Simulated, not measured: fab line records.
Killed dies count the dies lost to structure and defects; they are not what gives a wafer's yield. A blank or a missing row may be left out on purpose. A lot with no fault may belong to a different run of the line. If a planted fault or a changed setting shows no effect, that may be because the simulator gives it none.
Problem report, 8D (eight disciplines) form, completed by code | flow sky130 | the parts of the form that need people (team, actions taken, sign-off) are left out

== 1. THE ISSUE ==
Wafers without a fault read 6500.0 W, standard deviation 1.1; cathode dc power W at SKY_METAL1_SPUTTER_01 reads a mean of 8038.8 W on 3 wafers belonging to 2 lots. That is +99 or more standard deviations from the usual mean.
The step: material TiN, target thk 20 nm, time 16.7 s.
First observed at day 34 23:17: wafer L331.1, on pvd sputter-04. The record holds 18 wafers of 6 lots with a number at this step. Rule for "out" (also "out of limits"): further than 4 standard deviations from the usual mean. All remaining wafers that have a number are taken as sound.

== 2. WHAT THIS IS AND IS NOT ==
question                    | is                     | is not
which readings at this step | cathode dc power W     | chamber pressure pa, throttle valve pct
which lots                  | L331, L335             | L325, L327, L337, L345
which wafers of those lots  | L331.1, L335.4, L335.6 | L331.2, L331.5, L335.5
read on which tools         | pvd sputter-04         | pvd sputter-03
when                        | from day 34 23:17      | up to then (8 sound wafers); but 7 sound wafers of L335, L337, L345 came after

== 3. WHAT RULES OUT EACH SUSPECT ==
Counting: any tool at a process step up to the reading remains a suspect provided it ran every lot that is out. Sound lots after the first of them don't rule it out here, since some wafers of a struck lot are sound.
- plasma asher-02 at SKY_CONTACT_STRIP_19 (strips in O2/N2): kept. It ran every lot that is out, first L331 (day 34 21:59).
- pvd sputter-04 at SKY_METAL1_SPUTTER_01 (material TiN, target thk 20 nm, time 16.7 s): kept. It ran every lot that is out, first L331 (day 34 23:17); its last sound lot up to then is L327 (day 33 15:07). On those wafers its own readings are out: cathode dc power W.
Remaining after the count are plasma asher-02 at SKY_CONTACT_STRIP_19 and pvd sputter-04 at SKY_METAL1_SPUTTER_01.

== 4. THE CAUSE (what the simulator had put in) ==
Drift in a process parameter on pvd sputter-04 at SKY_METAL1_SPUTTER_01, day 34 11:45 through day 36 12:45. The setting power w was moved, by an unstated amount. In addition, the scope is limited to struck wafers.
2 suspects survive the count, and this tool is in that group.

== 5. THE EFFECT CHAIN, in route order ==
One row per reading whose mean, taken over the struck wafers that have a number, lies over 3 standard deviations from the usual. Scope: only readings with a usual standard deviation given in the record; hours: median across lots of the time from each lot's start at the first step in this table that gives one to its start at this step; sigmas: change in usual standard deviations.
hours | step                  | reading            | usual    | on struck wafers | change  | sigmas
0     | SKY_METAL1_SPUTTER_01 | cathode dc power W | 6500.0 W | 8038.8           | +1538.8 | +99 or more
Here are the process steps it includes:
- SKY_METAL1_SPUTTER_01: material TiN, target thk 20 nm, time 16.7 s.

== 6. HOW IT WOULD HAVE BEEN CAUGHT EARLIER ==
In this record no reading fell out of limits until day 34 23:17, 12 hours after the fault had begun at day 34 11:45.
